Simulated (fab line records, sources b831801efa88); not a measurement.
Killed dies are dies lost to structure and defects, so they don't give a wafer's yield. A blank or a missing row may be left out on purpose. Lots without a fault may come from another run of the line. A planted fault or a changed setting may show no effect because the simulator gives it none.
fab line records | flow sky130
record lots=7 wafers=21 last_day=50
route steps=708 shown CONTACT@410
lots that met no fault: from a run of the same line without faults
start_h: hours from the record's first day to the start of the lot's first wafer shown | wait_h: hours since the lot's step before | " the same as in the row above | L1.1+2: a row that stands for several wafers | - no value, or no start given | * or withheld: withheld | < > ~ a bound
route shown NAME@n: a module of which the file shows steps, and the number in the route of the first | usual: mean/standard deviation of fault-free wafers | same: alike in all rows | chamber/n: place in a boat | sites: the reading at each site | _std_site: their standard deviation | _edge_site: outer sites' mean less inner sites' | radius_mm: how far each site lies from the wafer's centre | mask NAME#n: copy n | behind: the tool/chamber that last shaped the wafer | hold: why the lot was held/for how many hours/how that ended | device: the transistor (n, p or np) that didn't switch | end of line: the same wafers' tests at the end of the route | a step without rows: its recipe alone | killed: dies lost to structure and defects at the first sort, not the wafer's yield | map: a wafer's dies, x killed, . not, _ none there
set.NAME: the setting as run; set.NAME@STEP: as run at that earlier step | model.NAME: the simulator's own value behind a step, which no gauge read
lots at some steps of the route; a table a step, a row a wafer
services: from which hour (start_h, from the record's first day; less than 0 if before it) a tool's chamber was out of use, for how many hours, and why
## steps
# step SKY_CONTACT_CMP_04
# recipe material=SiO2 down_force_psi=4 platen_rpm=60 pad_velocity_m_s=0.94248
# usual motor_current_A=12.7/1 time_to_endpoint_s=84/6.1
# columns lot.wafer tool chamber start_h wait_h motor_current_A time_to_endpoint_s
L424.2 cmp-01 1 773.08 0.0 14.3 85
L424.4 " 2 " " 11.2 82
L424.1 " 0 " " 14.7 76
L426.1 cmp-01 0 786.43 0.1 14.0 81
L426.2 " 1 " " 13.7 90
L426.3 " 2 " " 11.4 82
L428.4 cmp-02 1 797.50 0.0 13.0 95
L428.5 " 1 " " 12.8 94
L428.6 " 2 " " 12.3 88
L430.3 cmp-02 1 841.59 0.0 13.7 93
L430.5 " 1 " " 12.9 95
L430.6 " 2 " " 11.6 93
L435.4 cmp-02 1 850.85 0.1 14.0 93
L435.2 " 2 " " 11.8 89
L435.3 " 3 " " 11.9 78
L438.3 cmp-02 3 877.17 0.0 12.1 88
L438.1 " 0 " " 12.4 83
L438.2 " 1 " " 12.5 95
L439.3 cmp-02 3 886.60 0.0 11.7 83
L439.2 " 1 " " 13.7 95
L439.4 " 2 " " 11.7 83
# step SKY_CONTACT_BOW_MEAS_05
# recipe mode=bow
# usual CONTACT_BOW=82/6.4
# columns lot.wafer tool chamber start_h wait_h CONTACT_BOW[um]
L424.1 film_metro-01 - 773.38 0.1 86
L424.2 " - " " 82
L424.4 " - " " 89
L426.1 film_metro-04 - 786.68 0.2 69
L426.2 " - " " 73
L426.3 " - " " 75
L428.4 film_metro-04 - 797.86 0.3 93
L428.5 " - " " 86
L428.6 " - " " 83
L430.3 film_metro-02 - 841.93 0.3 79
L430.5 " - " " 83
L430.6 " - " " 79
L435.2 film_metro-01 - 851.12 0.2 91
L435.3 " - " " 85
L435.4 " - " " 89
L438.1 film_metro-04 - 877.47 0.2 77
L438.2 " - " " 77
L438.3 " - " " 80
L439.2 film_metro-02 - 886.92 0.2 82
L439.3 " - " " 86
L439.4 " - " " 90
# step SKY_CONTACT_DEHYDRATE_06
# recipe temp_c=200 time_s=60
# step SKY_CONTACT_HMDS_07
# recipe prime_time_s=60 prime_temp_c=120
# step SKY_CONTACT_COAT_08
# recipe resist=BARC temp_c=withheld time_s=withheld spin_rpm=3000 resist_thk_nm=60
# step SKY_CONTACT_COAT_09
# recipe resist=KrF-thick spin_rpm=3000 resist_thk_nm=450
# step SKY_CONTACT_SOFTBAKE_10
# recipe temp_c=100 time_s=90 resist=KrF-thick
# step SKY_CONTACT_EXPOSE_11
# recipe mask_id=CTM1 na=0.8 source_shape=annular sigma_inner=0.55 sigma_outer=0.85 target_cd_nm=170 dose_mj=38
# step SKY_CONTACT_PEB_12
# recipe peb_temp_c=withheld peb_time_s=withheld resist=KrF-thick
# step SKY_CONTACT_DEVELOP_13
# recipe develop_time_s=60 resist=KrF-thick dev_temp_c=21
# step SKY_CONTACT_CD_MEAS_14
# recipe target_cd_nm=170
# usual cd_nm=169.5/1.6
# columns lot.wafer tool chamber start_h wait_h cd_nm
L424.1 cd_sem-01 - 800.61 - 170.0
L424.2 " - " " 169.2
L424.4 " - " " 168.8
L426.1 cd_sem-02 - 812.71 - 167.2
L426.2 " - " " 166.3
L426.3 " - " " 167.3
L428.4 cd_sem-02 - 824.52 - 173.2
L428.5 " - " " 171.5
L428.6 " - " " 170.4
L430.3 cd_sem-01 - 868.65 - 169.9
L430.5 " - " " 170.5
L430.6 " - " " 169.4
L435.2 cd_sem-01 - 876.99 - 169.8
L435.3 " - " " 169.8
L435.4 " - " " 171.0
L438.1 cd_sem-02 - 903.47 - 170.2
L438.2 " - " " 171.0
L438.3 " - " " 172.6
L439.2 cd_sem-02 - 912.42 - 167.5
L439.3 " - " " 168.5
L439.4 " - " " 168.9
# step SKY_CONTACT_OVL_MEAS_15
# usual CONTACT_OVL=1/6.4
# columns lot.wafer tool chamber start_h wait_h CONTACT_OVL[nm]
L424.1 overlay-01 - 800.73 0.1 -1
L424.2 " - " " 2
L424.4 " - " " 5
L426.1 overlay-01 - 812.83 0.1 -11
L426.2 " - " " -6
L426.3 " - " " 1
L428.4 overlay-01 - 824.60 0.1 3
L428.5 " - " " 4
L428.6 " - " " 10
L430.3 overlay-01 - 868.75 0.1 5
L430.5 " - " " 1
L430.6 " - " " 6
L435.2 overlay-02 - 877.09 0.1 3
L435.3 " - " " -4
L435.4 " - " " -3
L438.1 overlay-01 - 903.59 0.1 -4
L438.2 " - " " 7
L438.3 " - " " 1
L439.2 overlay-01 - 912.52 0.1 -8
L439.3 " - " " -1
L439.4 " - " " -5
# step SKY_CONTACT_ETCH_16
# recipe chemistry=N2/H2 target=BARC ion_energy_ev=200 source_w=500 bias_w=100 pressure_mtorr=30 n2_flow_sccm=100 h2_flow_sccm=200 stop_on=SiO2 time_s=45.9 target_depth_a=600
# usual drypump_motor_current_A=5.8/0.46 oes_product_au=0.855/0.005 rf_fwd_power_W=493.9/2 throttle_valve_pct=13.225/0.0089
# columns lot.wafer tool chamber start_h wait_h drypump_motor_current_A oes_product_au rf_fwd_power_W rf_hours_counter_h throttle_valve_pct model.KrF-thick_of_CONTACT_COAT_09.thk_nm
L424.1 rie_diel-03 2 800.76 0.0 6.1 0.852 493.0 2 13.214 392
L424.2 " 0 " " 5.1 0.854 491.7 41 13.229 395.4
L424.4 " 1 " " 6.1 0.852 574.2 - 13.231 386.5
L426.1 rie_diel-03 2 812.87 0.0 6.1 0.854 493.3 3 13.226 394.3
L426.2 " 0 " " 5.1 0.853 494.6 41 13.248 394
L426.3 " 1 " " 6.1 0.860 574.2 13 13.214 385.8
L428.4 rie_diel-03 1 824.64 0.0 6.1 0.855 573.3 - 13.232 387.5
L428.5 " 2 " " 6.1 0.856 492.6 - 13.234 395.6
L428.6 " 3 " " 6.1 0.852 496.5 - 13.213 394.3
L430.3 rie_diel-04 1 868.77 0.0 5.8 0.847 497.3 6 13.201 390.6
L430.5 " 3 " " 6.1 0.852 491.4 - 13.216 393.6
L430.6 " 0 " " 6.0 0.851 495.3 - 13.217 391.8
L435.2 rie_diel-04 3 877.12 0.0 6.1 0.854 491.4 19 13.239 394.2
L435.3 " 2 " " 5.2 0.859 491.2 1 13.222 395.5
L435.4 " 0 " " 6.0 0.861 492.7 7 13.212 393.4
L438.1 rie_diel-03 0 903.67 0.1 5.1 0.849 492.3 3 13.226 392.3
L438.2 " 2 " " 6.2 0.857 492.5 6 13.212 392.9
L438.3 " 1 " " 6.1 0.847 496.8 16 13.236 391.9
L439.2 rie_diel-03 0 912.55 0.0 5.1 0.849 493.6 3 13.228 391.9
L439.3 " 2 " " 6.2 0.864 492.2 7 13.234 393.7
L439.4 " 3 " " 6.1 0.861 493.7 4 13.224 392.3
# step SKY_CONTACT_ETCH_17
# recipe target=SiO2 chemistry=C4F8/O2/Ar stop_on=Si3N4 mask_material=KrF-thick source_w=1500 bias_w=1200 pressure_mtorr=40 c4f8_flow_sccm=withheld O2_flow_sccm=6 Ar_flow_sccm=300 time_s=withheld target_depth_a=3400
# usual oes_product_au=0.891/0.0044 rf_fwd_power_W=1485/5.3
# columns lot.wafer tool chamber start_h wait_h oes_product_au rf_fwd_power_W model.KrF-thick_of_CONTACT_COAT_09.thk_nm
L424.1 rie_diel-03 2 800.81 0.0 0.898 1493 326.7
L424.2 " 0 " " 0.892 1477 331
L424.4 " 1 " " 0.894 1485 319.7
L426.1 rie_diel-03 2 812.91 0.0 0.888 1484 328.1
L426.2 " 0 " " 0.895 1479 328.2
L426.3 " 1 " " 0.890 1488 318.7
L428.4 rie_diel-03 1 824.69 0.0 0.895 1483 320.5
L428.5 " 2 " " 0.900 1482 330.2
L428.6 " 3 " " 0.891 1480 329
L430.3 rie_diel-04 1 868.81 0.0 0.893 1486 322.8
L430.5 " 3 " " 0.901 1483 329.3
L430.6 " 0 " " 0.892 1484 326
L435.2 rie_diel-04 3 877.16 0.0 0.889 1484 330
L435.3 " 2 " " 0.891 1470 332.6
L435.4 " 0 " " 0.888 1483 327.4
L438.1 rie_diel-03 0 903.71 0.0 0.893 1488 326.9
L438.2 " 2 " " 0.893 1489 327.8
L438.3 " 1 " " 0.893 1489 325.2
L439.2 rie_diel-03 0 912.59 0.0 0.899 1481 325.9
L439.3 " 2 " " 0.893 1476 327.5
L439.4 " 3 " " 0.882 1487 326.1
# step SKY_CONTACT_ETCH_18
# recipe target=Si3N4 chemistry=CHF3/O2 stop_on=TiN source_w=600 bias_w=200 pressure_mtorr=40 chf3_flow_sccm=50 O2_flow_sccm=5 time_s=39 target_depth_a=750
# usual O2_flow_sccm=5.000/0.016 chf3_flow_sccm=50.01/0.15 drypump_motor_current_A=5.7/0.45 oes_product_au=0.855/0.0088 rf_fwd_power_W=592.0/2.6 throttle_valve_pct=8.794/0.0089
# columns lot.wafer tool chamber start_h wait_h O2_flow_sccm chf3_flow_sccm drypump_motor_current_A oes_product_au rf_fwd_power_W rf_hours_counter_h throttle_valve_pct
L424.1 rie_diel-03 2 - - 4.970 49.96 6.2 0.855 591.4 2 8.787
L424.2 " 0 " " 4.969 50.18 5.1 0.856 590.5 41 8.787
L424.4 " 1 " " 5.000 50.06 6.1 0.863 593.8 - 8.797
L426.1 rie_diel-03 2 - - 5.027 49.83 6.2 0.850 592.8 3 8.800
L426.2 " 0 " " 4.991 50.27 5.1 0.861 589.5 42 8.786
L426.3 " 1 " " 5.007 49.95 6.1 0.853 595.5 13 8.781
L428.4 rie_diel-03 1 - - 4.995 49.91 6.1 0.841 590.5 - 8.776
L428.5 " 2 " " 4.995 49.90 6.1 0.859 590.2 - 8.799
L428.6 " 3 " " 4.997 49.97 6.1 0.847 596.0 - 8.797
L430.3 rie_diel-04 1 - - 5.018 50.07 5.8 0.854 594.4 6 8.784
L430.5 " 3 " " 5.009 49.89 6.1 0.857 592.5 - 8.780
L430.6 " 0 " " 5.036 50.14 6.0 0.861 588.5 - 8.805
L435.2 rie_diel-04 3 - - 4.991 50.07 6.1 0.856 592.3 19 8.793
L435.3 " 2 " " 5.003 50.12 5.2 0.863 590.0 1 8.796
L435.4 " 0 " " 5.010 49.87 6.0 0.874 588.3 7 8.804
L438.1 rie_diel-03 0 - - 5.002 49.84 5.1 0.860 591.6 3 8.796
L438.2 " 2 " " 5.028 49.95 6.2 0.837 590.0 6 8.784
L438.3 " 1 " " 5.011 50.06 6.1 0.852 593.1 16 8.795
L439.2 rie_diel-03 0 - - 4.986 49.89 5.1 0.840 589.6 3 8.782
L439.3 " 2 " " 5.017 50.14 6.1 0.842 588.6 7 8.806
L439.4 " 3 " " 5.014 49.99 6.1 0.855 590.8 4 8.807
## services
# columns tool chamber start_h hours kind
rie_diel-04 - 753.35 69.9 repair
cmp-02 - 756.86 1.4 repair
rie_diel-04 3 757.72 4.4 repair
cmp-01 - 763.56 0.2 repair
cmp-02 - 781.63 3.2 pm
cmp-02 - 790.58 0.8 repair
rie_diel-03 3 793.45 - clean
rie_diel-03 3 793.45 20.0 scheduled_down
rie_diel-03 3 793.45 20.0 vent_cycle
cmp-02 - 803.06 4.3 repair
cmp-02 - 806.43 1.7 repair
cmp-01 - 810.89 15.8 pm
rie_diel-03 0 813.44 - clean
rie_diel-03 0 813.44 19.0 scheduled_down
rie_diel-03 0 813.44 19.0 vent_cycle
rie_diel-04 2 823.22 - clean
rie_diel-04 2 823.22 14.5 scheduled_down
rie_diel-04 2 823.22 14.5 vent_cycle
cmp-01 - 831.15 2.3 repair
rie_diel-03 0 835.04 3.9 repair
cmp-01 - 856.68 1.1 repair
rie_diel-04 - 890.97 15.6 pm
cmp-02 - 900.34 5.1 repair
## key
first_sign step=SKY_CONTACT_ETCH_16 reading=rf_fwd_power_W direction=up sigmas=40 usual=493.9 struck=573.9
effect none on later readings
model_effect step=SKY_CONTACT_ETCH_16 value=KrF-thick_of_CONTACT_COAT_09.thk_nm without=392.9 struck=386.6
model_effect step=SKY_CONTACT_ETCH_17 value=KrF-thick_of_CONTACT_COAT_09.thk_nm without=326 struck=319.6
met_at SKY_CONTACT_ETCH_16
struck_wafers L424.4,L426.3,L428.4
sort_left_out L428.4
tester_left_out L424,L426,L428
fault kind=process_parameter_drift tool=rie_diel-03 chamber=1 onset_h=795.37 steps=SKY_CONTACT_ETCH_16 channel=source_w offset=80 shape=step end_h=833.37 acts_in=these_recipes_only stated=500
# tester_left_out: of these lots the tester's yield and bins aren't shown, on N5 and GAA mostly nor the transistor test; their killed dies are dies lost to structure and defects alone, not to doping, threshold or leakage, so they don't give the yield
# sort_left_out: the simulated sort isn't trusted on such a fault, so these wafers' sort isn't shown, and their yield isn't known
